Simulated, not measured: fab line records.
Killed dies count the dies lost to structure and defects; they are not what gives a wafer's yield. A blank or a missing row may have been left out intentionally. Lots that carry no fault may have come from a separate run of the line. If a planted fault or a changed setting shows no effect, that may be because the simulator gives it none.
What tool caused it? / flow gf180mcu / 36 wafers from 12 lots sampled at 5 of the route's 602 steps

WHAT THE GAUGES READ, wafer by wafer
GF_V5_BOW_MEAS_05. Usual: for V5_BOW the level is 130 um and the standard deviation is 8.5.
lot=L857; measured=day 26 20:25; on=filmMetro-02; V5_BOW (um)=144 140 133; flag=
lot=L859; measured=day 27 09:52; on=filmMetro-01; V5_BOW (um)=133 137 137; flag=
lot=L860; measured=day 27 21:05; on=filmMetro-02; V5_BOW (um)=127 126 133; flag=
lot=L863; measured=day 28 12:50; on=filmMetro-02; V5_BOW (um)=139 142 138; flag=
lot=L864; measured=day 28 23:13; on=filmMetro-02; V5_BOW (um)=120 116 117; flag=
lot=L866; measured=day 29 15:17; on=filmMetro-01; V5_BOW (um)=146 146 148; flag=
lot=L867; measured=day 30 03:20; on=filmMetro-03; V5_BOW (um)=125 121 126; flag=
lot=L868; measured=day 30 04:14; on=filmMetro-03; V5_BOW (um)=126 120 120; flag=
lot=L869; measured=day 30 11:10; on=filmMetro-02; V5_BOW (um)=123 134 127; flag=
lot=L872; measured=day 31 08:22; on=filmMetro-02; V5_BOW (um)=135 130 128; flag=
lot=L877; measured=day 32 11:47; on=filmMetro-01; V5_BOW (um)=115 125 124; flag=
lot=L878; measured=day 32 13:22; on=filmMetro-01; V5_BOW (um)=122 122 129; flag=

GF_V5_OVL_MEAS_15. Usual: for V5_OVL the level is -3 nm and the standard deviation is 5.2.
lot=L857; measured=day 27 17:34; on=overlay-02; V5_OVL (nm)=3 0 0; flag=
lot=L859; measured=day 28 06:24; on=overlay-02; V5_OVL (nm)=-3 -6 1; flag=
lot=L860; measured=day 28 17:24; on=overlay-01; V5_OVL (nm)=4 -5 -8; flag=
lot=L863; measured=day 29 08:43; on=overlay-01; V5_OVL (nm)=-2 2 3; flag=
lot=L864; measured=day 29 18:32; on=overlay-01; V5_OVL (nm)=-3 -3 -6; flag=
lot=L866; measured=day 30 10:25; on=overlay-02; V5_OVL (nm)=23 26 27 17 23 21; flag=OFF
lot=L867; measured=day 30 21:16; on=overlay-02; V5_OVL (nm)=15 16 20 12 11 15; flag=OFF
lot=L868; measured=day 30 23:10; on=overlay-02; V5_OVL (nm)=20 19 18 17 14 13; flag=OFF
lot=L869; measured=day 31 05:07; on=overlay-02; V5_OVL (nm)=27 29 27 24 24 24; flag=OFF
lot=L872; measured=day 32 02:06; on=overlay-01; V5_OVL (nm)=-4 0 1; flag=
lot=L877; measured=day 33 04:02; on=overlay-01; V5_OVL (nm)=2 -1 -3; flag=
lot=L878; measured=day 33 05:32; on=overlay-01; V5_OVL (nm)=-7 -1 -11; flag=

EACH LOT AND THE TOOL THAT RAN IT (in order: tool; ch and the chambers of the sampled wafers; start)
lot=L857; GF_V5_CVD_02=pecvd-04 ch 1,2, day 26 19:54; GF_V5_CMP_04=cmp-02 ch 0,1,2, day 26 20:13; GF_V5_EXPOSE_11=krfScanner-01 ch 0, day 27 07:32
lot=L859; GF_V5_CVD_02=pecvd-03 ch 1, day 27 09:19; GF_V5_CMP_04=cmp-01 ch 1,3, day 27 09:35; GF_V5_EXPOSE_11=krfScanner-02 ch 0, day 27 20:16
lot=L860; GF_V5_CVD_02=pecvd-03 ch 0,1,2, day 27 20:34; GF_V5_CMP_04=cmp-01 ch 0,2, day 27 20:44; GF_V5_EXPOSE_11=krfScanner-01 ch 0, day 28 07:53
lot=L863; GF_V5_CVD_02=pecvd-02 ch 0,1,2, day 28 12:21; GF_V5_CMP_04=cmp-01 ch 1,2,3, day 28 12:34; GF_V5_EXPOSE_11=krfScanner-01 ch 0, day 28 23:07
lot=L864; GF_V5_CVD_02=pecvd-02 ch 0,2, day 28 22:35; GF_V5_CMP_04=cmp-02 ch 0,1,3, day 28 23:01; GF_V5_EXPOSE_11=krfScanner-01 ch 0, day 29 09:16
lot=L866; GF_V5_CVD_02=pecvd-02 ch 0,1,2, day 29 14:42; GF_V5_CMP_04=cmp-01 ch 0,1,3, day 29 15:07; GF_V5_EXPOSE_11=krfScanner-01 ch 0, day 30 01:01
lot=L867; GF_V5_CVD_02=pecvd-04 ch 0,1,2, day 30 02:52; GF_V5_CMP_04=cmp-02 ch 0,1,3, day 30 03:05; GF_V5_EXPOSE_11=krfScanner-01 ch 0, day 30 12:19
lot=L868; GF_V5_CVD_02=pecvd-04 ch 1,2, day 30 03:46; GF_V5_CMP_04=cmp-02 ch 0,2, day 30 03:59; GF_V5_EXPOSE_11=krfScanner-01 ch 0, day 30 13:56
lot=L869; GF_V5_CVD_02=pecvd-03 ch 0,2, day 30 10:42; GF_V5_CMP_04=cmp-01 ch 1,2, day 30 10:52; GF_V5_EXPOSE_11=krfScanner-01 ch 0, day 30 20:29
lot=L872; GF_V5_CVD_02=pecvd-03 ch 0,2, day 31 07:53; GF_V5_CMP_04=cmp-02 ch 0,3, day 31 08:07; GF_V5_EXPOSE_11=krfScanner-02 ch 0, day 31 17:29
lot=L877; GF_V5_CVD_02=pecvd-02 ch 0,1, day 32 11:19; GF_V5_CMP_04=cmp-01 ch 0,2, day 32 11:29; GF_V5_EXPOSE_11=krfScanner-02 ch 0, day 32 20:45
lot=L878; GF_V5_CVD_02=pecvd-04 ch 0,1,2, day 32 12:54; GF_V5_CMP_04=cmp-01 ch 0,1,3, day 32 13:10; GF_V5_EXPOSE_11=krfScanner-02 ch 0, day 32 22:26
- GF_V5_CVD_02: deposits SiO2 from TEOS, target thk 1450 nm, time 163.28 s.
- GF_V5_CMP_04: polishes SiO2.
- GF_V5_EXPOSE_11: exposes mask Via5, target cd 260 nm.

AS READ BY THE TOOLS THEMSELVES (means over the sampled wafers that have a number; for cases with no such wafer, the mark the record gives instead)
GF_V5_CVD_02. Usual: heaterPowerW 654 W, standard deviation 85; susceptorTempC 400.00 C, standard deviation 0.23.
lot=L857; tool=pecvd-04; heaterPowerW (W)=636; susceptorTempC (C)=399.93; flag=
lot=L859; tool=pecvd-03; heaterPowerW (W)=730; susceptorTempC (C)=400.11; flag=
lot=L860; tool=pecvd-03; heaterPowerW (W)=680; susceptorTempC (C)=400.03; flag=
lot=L863; tool=pecvd-02; heaterPowerW (W)=680; susceptorTempC (C)=400.07; flag=
lot=L864; tool=pecvd-02; heaterPowerW (W)=622; susceptorTempC (C)=399.86; flag=
lot=L866; tool=pecvd-02; heaterPowerW (W)=614; susceptorTempC (C)=399.86; flag=
lot=L867; tool=pecvd-04; heaterPowerW (W)=605; susceptorTempC (C)=400.20; flag=
lot=L868; tool=pecvd-04; heaterPowerW (W)=616; susceptorTempC (C)=400.01; flag=
lot=L869; tool=pecvd-03; heaterPowerW (W)=793; susceptorTempC (C)=399.79; flag=
lot=L872; tool=pecvd-03; heaterPowerW (W)=741; susceptorTempC (C)=399.74; flag=
lot=L877; tool=pecvd-02; heaterPowerW (W)=605; susceptorTempC (C)=400.12; flag=
lot=L878; tool=pecvd-04; heaterPowerW (W)=582; susceptorTempC (C)=399.98; flag=

GF_V5_CMP_04. Usual: motorCurrentA reads 11.8 A (standard deviation 1.3).
lot=L857; tool=cmp-02; motorCurrentA (A)=10.7; flag=
lot=L859; tool=cmp-01; motorCurrentA (A)=12.7; flag=
lot=L860; tool=cmp-01; motorCurrentA (A)=11.9; flag=
lot=L863; tool=cmp-01; motorCurrentA (A)=12.6; flag=
lot=L864; tool=cmp-02; motorCurrentA (A)=11.3; flag=
lot=L866; tool=cmp-01; motorCurrentA (A)=12.8; flag=
lot=L867; tool=cmp-02; motorCurrentA (A)=11.1; flag=
lot=L868; tool=cmp-02; motorCurrentA (A)=12.0; flag=
lot=L869; tool=cmp-01; motorCurrentA (A)=11.5; flag=
lot=L872; tool=cmp-02; motorCurrentA (A)=12.3; flag=
lot=L877; tool=cmp-01; motorCurrentA (A)=11.7; flag=
lot=L878; tool=cmp-01; motorCurrentA (A)=12.8; flag=

GF_V5_EXPOSE_11. Usual: exposureDoseMJCm2 reads 37.94 (standard deviation 0.042).
lot=L857 tool=krfScanner-01 exposureDoseMJCm2=37.95 flag=
lot=L859 tool=krfScanner-02 exposureDoseMJCm2=37.98 flag=
lot=L860 tool=krfScanner-01 exposureDoseMJCm2=37.90 flag=
lot=L863 tool=krfScanner-01 exposureDoseMJCm2=37.87 flag=
lot=L864 tool=krfScanner-01 exposureDoseMJCm2=37.94 flag=
lot=L866 tool=krfScanner-01 exposureDoseMJCm2=37.95 flag=
lot=L867 tool=krfScanner-01 exposureDoseMJCm2=37.93 flag=
lot=L868 tool=krfScanner-01 exposureDoseMJCm2=37.99 flag=
lot=L869 tool=krfScanner-01 exposureDoseMJCm2=37.93 flag=
lot=L872 tool=krfScanner-02 exposureDoseMJCm2=37.95 flag=
lot=L877 tool=krfScanner-02 exposureDoseMJCm2=37.92 flag=
lot=L878 tool=krfScanner-02 exposureDoseMJCm2=37.93 flag=

THE ANSWER, worked out from the rows above alone
Rule: a lot is off if the mean of its wafers that have a number lies more than 3 standard deviations from the usual mean. A lot without any number at a reading at which 4 lots or more have one is off too. The other lots that the step has rows for count as sound. After the gauges, taken in route order, come the tools' own readings; for these a lot's mean is taken, as printed above. At the first step where some lot is off, the reading lying furthest off is the one used; lots without a number count as furthest.
Off: L866, L867, L868, L869, seen at GF_V5_OVL_MEAS_15 (V5_OVL).
If a tool, at a process step before that reading, ran all the lots that are off and no sound lot after the first of them, it fits. Gauges at GF_V5_OVL_MEAS_15: tried the same way as those tools. 2 tools fit, krfScanner-01 at GF_V5_EXPOSE_11 and overlay-02 at GF_V5_OVL_MEAS_15, so this cannot tell which one it is.

WHAT HAD BEEN PUT IN BY THE SIMULATOR
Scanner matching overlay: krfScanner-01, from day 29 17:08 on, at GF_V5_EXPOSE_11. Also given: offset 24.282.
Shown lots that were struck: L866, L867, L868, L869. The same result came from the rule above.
